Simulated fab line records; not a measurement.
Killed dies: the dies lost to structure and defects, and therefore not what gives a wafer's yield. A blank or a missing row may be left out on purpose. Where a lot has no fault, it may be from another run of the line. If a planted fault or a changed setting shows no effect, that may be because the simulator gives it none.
fab line records | flow gf180mcu
record: lots: 6 | wafers: 18 | last-day: 34
route steps=602 shown V2@382
lots with no fault: from the same line, run without faults
start-h: the number of hours between the record's first day and the start of the first shown wafer of the lot | wait-h: hours since the lot's step before | " as in the row above | L1.1+2: several wafers, shown together as one row | - no value present, or no start provided | * or withheld: withheld | < > ~ a bound
route shown NAME@n: a module of which the file shows steps, and the number in the route of the first | usual: the fault-free wafers' mean and standard deviation | same: alike in all rows | chamber/n: place in a boat | sites: readings site by site | _std_site: the values' standard deviation | _edge_site: outer sites' mean less inner sites' | radius-mm: for every site, how far away it sits from the centre of the wafer | mask NAME#n: copy n | behind: the last tool/chamber to shape the wafer | hold: why the lot went on hold/how many hours it stayed there/how the hold came to an end | device: whichever transistor did not switch (one of n, p or np) | end of line: the same wafers' tests at the end of the route | step lacking rows: just its recipe | killed: count of dies lost to structure and defects at first sort (not the wafer's yield) | map: a wafer's dies, x killed, . not, _ none there
set.NAME: the setting the step ran with; set.NAME@STEP: the setting that earlier step ran with | model.NAME: the simulator's own value behind a step, which no gauge read
a table for each step, a row for each wafer; lots at some steps of the route
services: when a tool's chamber went out of use (start-h, in hours from the record's first day, below 0 if earlier), for how many hours, and the reason
== steps ==
step: GF_V2_CVD_00
recipe: material: SiO2 | target-thk-nm: 600 | sigma-open-frac: 0.3 | temp-c: 400 | time-s: 100 | sih4-flow-sccm: 60 | pressure-mtorr: 6
step: GF_V2_THK_MEAS_01
recipe: reads: SiO2_of_V2_CVD_00
usual: V2_CVD_00_THK: 602/8.6
lot.wafer | tool          | chamber | start-h | wait-h | V2_CVD_00_THK[nm]
L750.2    | film-metro-03 | -       | 443.97  | 0.0    | 610
L750.3    | "             | -       | "       | "      | 608
L750.4    | "             | -       | "       | "      | 615
L755.1    | film-metro-02 | -       | 486.91  | 0.0    | 595
L755.2    | "             | -       | "       | "      | 605
L755.3    | "             | -       | "       | "      | 590
L754.4    | film-metro-03 | -       | 490.47  | 0.0    | 615
L754.5    | "             | -       | "       | "      | 601
L754.6    | "             | -       | "       | "      | 609
L761.1    | film-metro-03 | -       | 543.37  | 0.0    | 610
L761.2    | "             | -       | "       | "      | 603
L761.5    | "             | -       | "       | "      | 610
L766.1    | film-metro-03 | -       | 579.98  | 0.0    | 592
L766.3    | "             | -       | "       | "      | 602
L766.4    | "             | -       | "       | "      | 594
L771.1    | film-metro-02 | -       | 614.90  | 0.0    | 594
L771.5    | "             | -       | "       | "      | 611
L771.6    | "             | -       | "       | "      | 598
step: GF_V2_CVD_02
recipe: material: SiO2 | target-thk-nm: 850 | precursor: TEOS | temp-c: 400 | time-s: 94.851 | rf-w: 600
usual: heater-power-w: 648/100 | rf-fwd-power-W: 596.8/1.8
lot.wafer | tool     | chamber | start-h | wait-h | heater-power-w | rf-fwd-power-W
L750.2    | pecvd-04 | 0       | 444.02  | 0.0    | 704            | 596.6
L750.3    | "        | 1       | "       | "      | 577            | 597.5
L750.4    | "        | 2       | "       | "      | 686            | 597.4
L755.1    | pecvd-02 | 0       | 486.97  | 0.1    | 566            | 598.8
L755.2    | "        | 2       | "       | "      | 749            | 597.5
L755.3    | "        | 1       | "       | "      | 671            | 596.9
L754.4    | pecvd-04 | 2       | 490.54  | 0.1    | 693            | 596.0
L754.5    | "        | 0       | "       | "      | 663            | 593.4
L754.6    | "        | 1       | "       | "      | 562            | 599.6
L761.1    | pecvd-04 | 0       | 543.43  | 0.1    | 760            | 596.7
L761.2    | "        | 2       | "       | "      | 720            | 596.1
L761.5    | "        | 1       | "       | "      | 564            | 601.2
L766.1    | pecvd-02 | 1       | 580.04  | 0.1    | 565            | 597.9
L766.3    | "        | 0       | "       | "      | 544            | 597.0
L766.4    | "        | 0       | "       | "      | 585            | 598.0
L771.1    | pecvd-02 | 2       | 614.96  | 0.1    | 765            | 598.6
L771.5    | "        | 1       | "       | "      | 559            | 595.3
L771.6    | "        | 0       | "       | "      | 580            | 596.9
step: GF_V2_THK_MEAS_03
recipe: reads: SiO2_of_V2_CVD_02
usual: V2_CVD_02_THK: 846/14
lot.wafer | tool          | chamber | start-h | wait-h | V2_CVD_02_THK[nm]
L750.2    | film-metro-04 | -       | 444.09  | 0.0    | 871
L750.3    | "             | -       | "       | "      | 848
L750.4    | "             | -       | "       | "      | 868
L755.1    | film-metro-02 | -       | 487.04  | 0.0    | 841
L755.2    | "             | -       | "       | "      | 836
L755.3    | "             | -       | "       | "      | 833
L754.4    | film-metro-02 | -       | 490.60  | 0.0    | 859
L754.5    | "             | -       | "       | "      | 864
L754.6    | "             | -       | "       | "      | 854
L761.1    | film-metro-04 | -       | 543.50  | 0.0    | 850
L761.2    | "             | -       | "       | "      | 858
L761.5    | "             | -       | "       | "      | 861
L766.1    | film-metro-04 | -       | 580.11  | 0.0    | 842
L766.3    | "             | -       | "       | "      | 829
L766.4    | "             | -       | "       | "      | 857
L771.1    | film-metro-04 | -       | 615.03  | 0.0    | 844
L771.5    | "             | -       | "       | "      | 859
L771.6    | "             | -       | "       | "      | 851
step: GF_V2_CMP_04
recipe: material: SiO2 | down-force-psi: 4 | platen-rpm: 60 | pad-velocity-m-s: 0.94248
usual: motor-current-A: 12.6/1 | time-to-endpoint-s: 79/7.6
lot.wafer | tool   | chamber | start-h | wait-h | motor-current-A | time-to-endpoint-s
L750.4    | cmp-01 | 3       | 444.14  | 0.0    | 12.2            | 98
L750.2    | "      | 0       | "       | "      | 14.0            | 96
L750.3    | "      | 2       | "       | "      | 13.0            | 86
L755.3    | cmp-01 | 0       | 487.10  | 0.0    | 13.2            | 81
L755.2    | "      | 1       | "       | "      | 11.7            | 89
L755.1    | "      | 2       | "       | "      | 13.3            | 79
L754.4    | cmp-02 | 2       | 490.78  | 0.2    | 11.7            | 86
L754.6    | "      | 3       | "       | "      | 12.4            | 76
L754.5    | "      | 0       | "       | "      | 11.7            | 78
L761.2    | cmp-02 | 3       | 543.61  | 0.1    | 13.1            | 76
L761.1    | "      | 0       | "       | "      | 11.3            | 71
L761.5    | "      | 3       | "       | "      | 12.6            | 78
L766.3    | cmp-02 | 1       | 580.17  | 0.0    | 14.0            | 75
L766.1    | "      | 2       | "       | "      | 11.1            | 80
L766.4    | "      | 3       | "       | "      | 12.5            | 80
L771.1    | cmp-02 | 1       | 615.24  | 0.2    | 13.7            | 88
L771.5    | "      | 2       | "       | "      | 12.0            | 88
L771.6    | "      | 3       | "       | "      | 12.9            | 83
step: GF_V2_BOW_MEAS_05
recipe: mode: bow
usual: V2_BOW: 97/8.2
lot.wafer | tool          | chamber | start-h | wait-h | V2_BOW[um]
L750.2    | film-metro-04 | -       | 444.46  | 0.2    | 99
L750.3    | "             | -       | "       | "      | 89
L750.4    | "             | -       | "       | "      | 95
L755.1    | film-metro-04 | -       | 487.40  | 0.1    | 83
L755.2    | "             | -       | "       | "      | 109
L755.3    | "             | -       | "       | "      | 121
L754.4    | film-metro-03 | -       | 490.99  | 0.2    | 103
L754.5    | "             | -       | "       | "      | 111
L754.6    | "             | -       | "       | "      | 102
L761.1    | film-metro-02 | -       | 543.86  | 0.1    | 87
L761.2    | "             | -       | "       | "      | 90
L761.5    | "             | -       | "       | "      | 90
L766.1    | film-metro-03 | -       | 580.47  | 0.2    | 105
L766.3    | "             | -       | "       | "      | 90
L766.4    | "             | -       | "       | "      | 100
L771.1    | film-metro-02 | -       | 615.39  | 0.1    | 88
L771.5    | "             | -       | "       | "      | 96
L771.6    | "             | -       | "       | "      | 100
step: GF_V2_DEHYDRATE_06
recipe: temp-c: 200 | time-s: 60
step: GF_V2_HMDS_07
recipe: prime-time-s: 60 | prime-temp-c: 120
step: GF_V2_COAT_08
recipe: resist: BARC | temp-c: withheld | time-s: withheld | spin-rpm: withheld | resist-thk-nm: withheld
step: GF_V2_COAT_09
recipe: resist: KrF | spin-rpm: withheld | resist-thk-nm: 1000
step: GF_V2_SOFTBAKE_10
recipe: temp-c: 130 | time-s: 60 | resist: KrF
step: GF_V2_EXPOSE_11
recipe: mask-id: Via2 | target-cd-nm: 260 | na: 0.68 | source-shape: conventional | sigma-outer: 0.6 | dose-mj: 38
step: GF_V2_PEB_12
recipe: peb-temp-c: 135 | peb-time-s: 90 | resist: KrF
usual: chill-plate-temp-C: 22.96/0.1 | exhaust-pa: 44.9/0.96
lot.wafer | tool           | chamber | start-h | wait-h | chill-plate-temp-C | exhaust-pa
L750.2    | litho-track-04 | 0       | 468.40  | -      | 23.02              | 43.4
L750.3    | "              | 0       | "       | "      | 23.02              | 43.0
L750.4    | "              | 0       | "       | "      | 23.03              | 44.2
L755.1    | litho-track-03 | -       | 510.45  | -      | -                  | -
L755.2    | "              | -       | "       | "      | -                  | -
L755.3    | "              | -       | "       | "      | -                  | -
L754.4    | litho-track-04 | -       | 514.41  | -      | -                  | -
L754.5    | "              | -       | "       | "      | -                  | -
L754.6    | "              | -       | "       | "      | -                  | -
L761.1    | litho-track-01 | 0       | 565.78  | -      | 23.24              | 46.1
L761.2    | "              | 0       | "       | "      | 23.04              | 46.8
L761.5    | "              | 0       | "       | "      | 22.93              | 46.6
L766.1    | litho-track-03 | 0       | 601.70  | -      | 22.74              | 44.7
L766.3    | "              | 0       | "       | "      | 22.67              | 44.8
L766.4    | "              | 0       | "       | "      | 22.88              | 43.7
L771.1    | litho-track-03 | 0       | 635.60  | -      | 22.82              | 43.6
L771.5    | "              | 0       | "       | "      | 22.88              | 43.0
L771.6    | "              | 0       | "       | "      | 22.87              | 44.5
step: GF_V2_DEVELOP_13
recipe: develop-time-s: 60 | resist: KrF | dev-temp-c: 21
== services ==
tool     | chamber | start-h | hours | kind
pecvd-02 | 2       | 428.32  | 4.3   | repair
cmp-02   | -       | 436.41  | 0.5   | repair
pecvd-04 | -       | 452.52  | 2.8   | pm
cmp-02   | -       | 472.94  | 1.6   | repair
cmp-02   | -       | 474.46  | 0.3   | repair
pecvd-02 | -       | 490.84  | 6.0   | pm
cmp-01   | -       | 493.89  | 2.8   | repair
cmp-02   | -       | 508.88  | 1.1   | repair
cmp-02   | -       | 511.63  | 1.4   | repair
cmp-01   | -       | 518.21  | 0.6   | repair
cmp-01   | -       | 521.71  | 34.0  | repair
cmp-01   | -       | 529.22  | 1.2   | repair
cmp-01   | -       | 572.00  | 4.0   | pm
cmp-02   | -       | 572.63  | 1.8   | repair
cmp-01   | -       | 576.00  | -     | consumable-replace:conditioner
cmp-01   | -       | 576.00  | -     | consumable-replace:pad
pecvd-02 | -       | 604.17  | 1.0   | repair
cmp-02   | -       | 630.34  | 0.5   | repair
== key ==
first-sign: step: GF_V2_PEB_12 | reading: tool-record | direction: missing
effect none on later readings
met-at GF_V2_PEB_12
struck-wafers L754.4,L754.5,L754.6,L755.1,L755.2,L755.3
later-rows-left-out L754.4,L754.5,L754.6,L755.1,L755.2,L755.3
sort-left-out L754.4,L754.5,L754.6,L755.1,L755.2,L755.3
onset-between 468.40 510.45
fault: kind: skipped-step-whole | tool: litho-track-03,litho-track-04 | chamber: - | onset-h: 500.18 | steps: GF_V2_PEB_12 | scope: struck-lots-only
sort-left-out: the simulated sort isn't trusted on such a fault, so these wafers' sort isn't shown, and their yield isn't known
later-rows-left-out: the simulator's readings of these wafers behind a module that went badly wrong aren't trusted and aren't shown, but for the sort
